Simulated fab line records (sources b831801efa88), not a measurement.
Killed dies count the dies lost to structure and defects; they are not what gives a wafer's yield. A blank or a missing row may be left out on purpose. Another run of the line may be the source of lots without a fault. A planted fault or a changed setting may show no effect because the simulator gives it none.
2 desks, one fault / flow gf180mcu / what lay behind the numbers comes last; until then each desk has only its own

THE TOOL OWNER'S DESK: implanter-01
The tool's own readings at GF_VT_IMPLANT_IMPLANT_41, given as means over the sampled wafers that have a number, one for each lot that went through this tool. Marked OUT: a lot whose mean sits more than 4 standard deviations from the usual mean, which makes it out of limits; the brackets give that distance.
Columns: A = beam on s at GF_VT_IMPLANT_IMPLANT_41, usual 9.98 s; B = faraday current uA at GF_VT_IMPLANT_IMPLANT_41, usual 5.72
lot=L411; first seen here=day 7 14:10; A=9.98; B=5.73
lot=L413; first seen here=day 8 05:40; A=9.97; B=5.74
lot=L423; first seen here=day 11 04:14; A=9.95; B=5.73
lot=L425; first seen here=day 11 10:43; A=9.94; B=5.75
lot=L431; first seen here=day 13 11:00; A=10.88 (+4.5) OUT; B=5.25 (-4.3) OUT
lot=L433; first seen here=day 13 14:23; A=10.96 (+4.9) OUT; B=5.22 (-4.5) OUT
This desk finds L431, L433 out of limits, L431 being first, at day 13 11:00 (beam on s at GF_VT_IMPLANT_IMPLANT_41). In limits: L411, L413, L423, L425.

METROLOGY DESK
What the gauges read, lot by lot, whatever tool the lot ran on: means of the sampled wafers that have a number. Marked OUT: a lot whose mean sits more than 4 standard deviations from the usual mean, which makes it out of limits; the brackets give that distance.
Columns: A = cd nm at GF_SAB_CD_MEAS_09, usual 420.7 nm; B = M2_ALCU_THK at GF_M2_THK_MEAS_06, usual 456 nm; C = cd nm at GF_M2_CD_MEAS_14, usual 278.9 nm
lot=L411; first seen here=day 15 13:04; A=421.9; B=452; C=278.8
lot=L412; first seen here=day 15 15:36; A=419.1; B=460; C=277.7
lot=L413; first seen here=day 16 07:57; A=421.0; B=454; C=279.1
lot=L416; first seen here=day 17 11:21; A=420.9; B=452; C=278.2
lot=L420; first seen here=day 18 13:57; A=419.8; B=460; C=279.5
lot=L422; first seen here=day 18 23:17; A=425.2; B=457; C=277.8
lot=L423; first seen here=day 19 18:16; A=419.3; B=461; C=278.7
lot=L425; first seen here=day 20 14:31; A=420.2; B=460; C=278.3
lot=L426; first seen here=day 20 19:30; A=421.7; B=454; C=280.2
lot=L428; first seen here=day 21 12:27; A=420.3; B=460; C=280.6
lot=L429; first seen here=day 21 17:57; A=423.6; B=459; C=278.6
lot=L431; first seen here=day 22 14:03; A=417.5; B=458; C=279.7
lot=L433; first seen here=day 22 20:04; A=416.3; B=460; C=278.4
lot=L434; first seen here=day 23 13:33; A=419.2; B=454; C=277.8
This desk's verdict: no lot among the 14 shows anything out of limits.

ALL TOGETHER
The tool owner's desk could have raised an alarm at day 13 11:00, on L431, L433.
From the metrology desk's view, nothing was out of limits.
The metrology desk holds a record of L431, L433, inside its limits.
On implanter-01, each named lot ran GF_VT_IMPLANT_IMPLANT_41.

WHAT HAD BEEN PUT IN BY THE SIMULATOR
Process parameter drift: implanter-01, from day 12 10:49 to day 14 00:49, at GF_VT_IMPLANT_IMPLANT_41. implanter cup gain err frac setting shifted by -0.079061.
Shown lots that were struck: L431, L433.
Each desk's first reading out of limits, in hours after the fault started: the tool owner's desk, 24.
